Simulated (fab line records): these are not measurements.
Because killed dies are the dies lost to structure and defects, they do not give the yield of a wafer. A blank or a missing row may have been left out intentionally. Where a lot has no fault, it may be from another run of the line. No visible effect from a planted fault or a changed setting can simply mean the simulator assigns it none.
A lot that was struck, set against a sound lot ; flow sky130 ; 43 steps out of a route of 708
Sound: these wafers, L989.3, L989.5, L989.6. The struck wafers were L996.2, L996.5, L996.6. At the end, the cause is stated.
At each step with rows: each side's tool, then ch and its chambers, then its first start. Under that, the readings that differ: sound wafers ; struck wafers ; difference of the means ; sigmas: that difference in standard deviations of wafers without a fault.
alike: a reading whose means differ by less than 2 such deviations, as well as words and numbers matching on both sides. not compared: withheld readings; readings where some wafer has no value; bounds like >300 that might hide an equal value; numbers whose values overlap and for which the record gives no deviation.
The two part at a step that has a row with sigmas, a row that says differs or no value, or rows on one side only. Numbers that have no deviation but don't overlap get no sigmas and don't part them. A reading that every wafer of one side lacks parts them only if that side has two wafers or more.

SKY_POLY_CUT_ETCH_10: etches BARC in N2/H2, stops on SiO2, time 45.9 s, target depth 60 nm.
  sound on rie diel-02 ch 1,2, day 25 13:24; struck on rie diel-03 ch 1,2,3, day 27 22:20
  alike: drypump motor current A, oes product au, rf fwd power W, throttle valve pct
  not compared: rf hours counter h
then, 1 step without rows for these wafers: SKY_POLY_CUT_ETCH_11 (etches Si3N4 in CF4/CH2F2/Ar, stops on poly-Si, time 42.5 s, target depth 60 nm).
SKY_POLY_CUT_STRIP_12: strips in O2/N2.
  sound on plasma asher-02 ch 0,1, day 25 13:32; struck on plasma asher-03 ch 0,1, day 27 22:25
  alike: drypump motor current A, oes product au, strip time to endpoint s
  not compared: rf hours counter h
then, 7 steps without rows for these wafers: SKY_SD_P_DEHYDRATE_00 (time 60 s); SKY_SD_P_HMDS_01 (prime time 60 s); SKY_SD_P_COAT_02 (resist thk 1140 nm); SKY_SD_P_SOFTBAKE_03 (time 60 s); SKY_SD_P_EXPOSE_04 (exposes mask PSDM, target cd 380 nm); SKY_SD_P_PEB_05; SKY_SD_P_DEVELOP_06 (develop time 60 s).
SKY_SD_P_CD_MEAS_07: target cd 380 nm.
  sound on cd sem-02, day 26 19:13; struck on cd sem-01, day 29 02:26
reading;sound;struck;difference;sigmas
cd nm (nm);382.9 381.4 381.4;374.2 374.5 374.7;-7.4;-3
SKY_SD_P_OVL_MEAS_08:
  sound on overlay-01, day 26 19:19; struck on overlay-02, day 29 02:32
reading;sound;struck;difference;sigmas
SD_P_OVL (nm);3.6 2.7 1.8;0.4 -2.2 0.0;-3.3;-2
SKY_SD_P_IMPLANT_09:
  sound on implanter-01 ch 0, day 26 19:23; struck on implanter-01 ch 0, day 29 02:36
reading;sound;struck;difference;sigmas
beam energy keV;19.991 19.998 19.989;21.217 21.209 21.206;+1.218;+99 or more
model.implant.rp nm (nm);17.43 17.43 17.43;18.39 18.39 18.39;+0.96;
model.implant.drp nm (nm);9.746 9.746 9.746;10.16 10.16 10.16;+0.41;
SKY_SD_P_STRIP_10: strips in O2/N2.
  sound on plasma asher-01 ch 0,1, day 26 19:31; struck on plasma asher-04 ch 0,1, day 29 02:43
reading;sound;struck;difference;sigmas
strip time to endpoint s (s);17.51 17.49 17.49;17.58 17.64 17.61;+0.11;+3
  alike: drypump motor current A, oes product au
  not compared: rf hours counter h
SKY_SD_P_TW_MEAS_11:
  sound on film metro-04, day 26 19:36; struck on film metro-03, day 29 02:50
reading;sound;struck;difference;sigmas
SD_P_TW;2830 2815 2819;2873 2887 2884;+60;+3
then, 8 steps without rows for these wafers: SKY_RES_XHIGH_DEHYDRATE_00 (time 60 s); SKY_RES_XHIGH_HMDS_01 (prime time 60 s); SKY_RES_XHIGH_COAT_02 (resist thk 1140 nm); SKY_RES_XHIGH_SOFTBAKE_03 (time 60 s); SKY_RES_XHIGH_EXPOSE_04 (exposes mask URPM, target cd 1270 nm); SKY_RES_XHIGH_PEB_05; SKY_RES_XHIGH_DEVELOP_06 (develop time 60 s); SKY_RES_XHIGH_IMPLANT_07.
SKY_RES_XHIGH_STRIP_08: strips in O2/N2.
  sound on plasma asher-04 ch 0,1, day 28 00:16; struck on plasma asher-04 ch 0,1, day 30 06:40
  alike: drypump motor current A, oes product au, strip time to endpoint s
  not compared: rf hours counter h
SKY_RES_XHIGH_TW_MEAS_09:
  sound on film metro-03, day 28 00:21; struck on film metro-03, day 30 06:46
  alike: RES_XHIGH_TW
then, 7 steps without rows for these wafers: SKY_SD_N_DEHYDRATE_00 (time 60 s); SKY_SD_N_HMDS_01 (prime time 60 s); SKY_SD_N_COAT_02 (resist thk 1140 nm); SKY_SD_N_SOFTBAKE_03 (time 60 s); SKY_SD_N_EXPOSE_04 (exposes mask NSDM, target cd 380 nm); SKY_SD_N_PEB_05; SKY_SD_N_DEVELOP_06 (develop time 60 s).
SKY_SD_N_CD_MEAS_07: target cd 380 nm.
  sound on cd sem-01, day 29 05:03; struck on cd sem-01, day 31 09:44
  alike: cd nm
SKY_SD_N_OVL_MEAS_08:
  sound on overlay-02, day 29 05:09; struck on overlay-02, day 31 09:51
  alike: SD_N_OVL
then, 2 steps without rows for these wafers: SKY_SD_N_IMPLANT_09; SKY_SD_N_IMPLANT_10.
SKY_SD_N_STRIP_11: strips in O2/N2.
  sound on plasma asher-01 ch 0,1, day 29 05:30; struck on plasma asher-01 ch 0,1, day 31 10:11
  alike: drypump motor current A, oes product au, strip time to endpoint s
  not compared: rf hours counter h
SKY_SD_N_TW_MEAS_12:
  sound on film metro-02, day 29 05:35; struck on film metro-02, day 31 10:17
  alike: SD_N_TW
then, 1 step without rows for these wafers: SKY_SD_N_CLEAN_13 (cleans in SC1/SC2, time 150 s).
SKY_SD_N_RTA_14: time 2 s.
  sound on rtp anneal-02 ch 0, day 29 05:42; struck on rtp anneal-01 ch 0, day 31 10:24
  alike: lamp power pct, wafer_temp_C_max
SKY_SD_N_RS_MEAS_16: uses a four-point probe to measure.
  sound on film metro-04, day 29 05:54; struck on film metro-02, day 31 10:35
  alike: SD_N_RS
SKY_SD_N_RS_MEAS_17: uses a four-point probe to measure.
  sound on film metro-04, day 29 06:01; struck on film metro-02, day 31 10:42
reading;sound;struck;difference;sigmas
SD_P_RS (ohm/sq);147.3 147.0 147.2;143.7 143.0 143.9;-3.6;-10
-- here the record skips 17 days between the struck wafers' starts before and after, leaving off in module SD_N and picking up in module PAD_OPEN (first step shown: number 708 of the route) --
SKY_PAD_OPEN_PROBE_99:
  sound on prober-01, day 46 19:56; struck on prober-02, day 48 10:15
reading;sound;struck;difference;sigmas
model.etest.res pdiff hv.rs ohm sq;191.6 193.5 191.2;185.9 185.9 187;-5.8;
model.etest.res pdiff.rs ohm sq;197.8 196.8 196.7;192.6 192.4 191;-5.1;
  alike: killed_at_M0_to_M3, killed_at_M4_up, killed at contacts, killed at front end, killed at other, killed dies, killed on rim, killed open, killed short

WHERE THEY PART
Earliest at SKY_SD_P_CD_MEAS_07; latest, in this record, at SKY_SD_N_RS_MEAS_17. Later steps at which nothing parts them and some readings are alike: SKY_PAD_OPEN_PROBE_99.

WHY: whatever the simulator had introduced
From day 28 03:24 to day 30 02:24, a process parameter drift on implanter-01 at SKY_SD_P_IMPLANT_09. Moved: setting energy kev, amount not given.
